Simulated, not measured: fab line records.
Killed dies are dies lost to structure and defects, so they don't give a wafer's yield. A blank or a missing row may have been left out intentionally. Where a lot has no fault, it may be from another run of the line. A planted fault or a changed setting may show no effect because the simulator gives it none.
Which tool is to blame? -- flow sky130 -- Sampling: 11 lots, 33 wafers, 2 of 708 route steps

WHAT THE GAUGES SHOWED, per wafer
SKY_SD_P_OVL_MEAS_08. Usual: for SD_P_OVL the level is -0.2 nm and the standard deviation is 1.5.
lot,measured,on,SD_P_OVL (nm),flag
L965,day 27 05:55,overlay-02,-2.2 -0.3 -2.0,
L969,day 27 22:14,overlay-01,0.7 0.8 -0.8,
L968,day 28 00:46,overlay-01,0.5 -2.0 -1.4,
L970,day 27 23:04,overlay-02,0.6 1.3 1.1,
L972,day 28 22:53,overlay-02,1.3 0.9 1.8,
L977,day 30 13:24,overlay-01,1.8 2.4 2.7,
L980,day 31 02:11,overlay-01,0.0 0.5 -0.4,
L979,day 31 07:47,overlay-02,-0.6 0.5 -0.1,
L981,day 31 12:38,overlay-01,-1.4 -1.8 -0.4,
L982,day 31 19:46,overlay-01,-1.8 -0.5 -0.5,
L985,day 32 19:20,overlay-01,1.1 1.0 2.3,

EACH LOT AND THE TOOL THAT RAN IT (in order: tool; ch and the chambers of the sampled wafers; start)
lot,SKY_LDD_HVN_STRIP_09
L965,"plasma-asher-04 ch 0,1, day 22 04:06"
L969,"plasma-asher-01 ch 0,1, day 22 22:33"
L968,"plasma-asher-01 ch 0,1, day 22 22:54"
L970,"plasma-asher-03 ch 0,1, day 22 23:45"
L972,"plasma-asher-01 ch 0,1, day 23 23:06"
L977,"plasma-asher-01 ch 0,1, day 25 17:17"
L980,"plasma-asher-04 ch 0,1, day 26 07:33"
L979,"plasma-asher-03 ch 0,1, day 26 12:35"
L981,"plasma-asher-01 ch 0, day 26 18:00"
L982,"plasma-asher-01 ch 0,1, day 27 00:59"
L985,"plasma-asher-03 ch 0,1, day 28 01:36"
- SKY_LDD_HVN_STRIP_09: strips in O2/N2.

WHAT THE TOOLS THEMSELVES READ (means of the sampled wafers that have a number; where no wafer has one, the mark that the record gives instead)
SKY_LDD_HVN_STRIP_09. Usual: chamber-pressure-mTorr 1500.0 mTorr, standard deviation 1.5; drypump-motor-current-A 5.5 A, standard deviation 0.46; oes-product-au 0.408 a.u., standard deviation 0.0044; strip-time-to-endpoint-s 4.134 s, standard deviation 0.012.
lot,tool,chamber-pressure-mTorr (mTorr),drypump-motor-current-A (A),oes-product-au (a.u.),strip-time-to-endpoint-s (s),flag
L965,plasma-asher-04,1499.4,5.6,0.411,4.154,
L969,plasma-asher-01,1499.9,5.2,0.410,4.129,
L968,plasma-asher-01,1501.4,5.2,0.411,4.129,
L970,plasma-asher-03,1499.3,6.0,0.409,4.130,
L972,plasma-asher-01,1500.1,5.5,0.410,4.122,
L977,plasma-asher-01,1498.8,5.2,0.407,4.131,
L980,plasma-asher-04,1500.8,5.6,0.407,4.130,
L979,plasma-asher-03,1500.6,5.8,0.404,4.135,
L981,plasma-asher-01,1499.2,5.8,0.406,4.140,
L982,plasma-asher-01,1499.8,5.5,0.408,4.147,
L985,plasma-asher-03,1499.3,6.0,0.408,4.136,

THE ANSWER, worked out from the rows above alone
Rule: lot off if the mean of its wafers having a number is beyond 3 standard deviations from the usual mean. Also off: a lot with no number at a reading for which 4 or more lots have one. All remaining lots with rows at the step are treated as sound. Order of review: gauges by route order, followed by the tools' own readings, for which a lot's mean as printed above is used. The first step at which some lot is off is used, and at that step the reading that is off furthest; a lot without a number counts as furthest.
None of the lots is off at any reading shown; this tells nothing.

WHAT HAD BEEN PUT IN BY THE SIMULATOR
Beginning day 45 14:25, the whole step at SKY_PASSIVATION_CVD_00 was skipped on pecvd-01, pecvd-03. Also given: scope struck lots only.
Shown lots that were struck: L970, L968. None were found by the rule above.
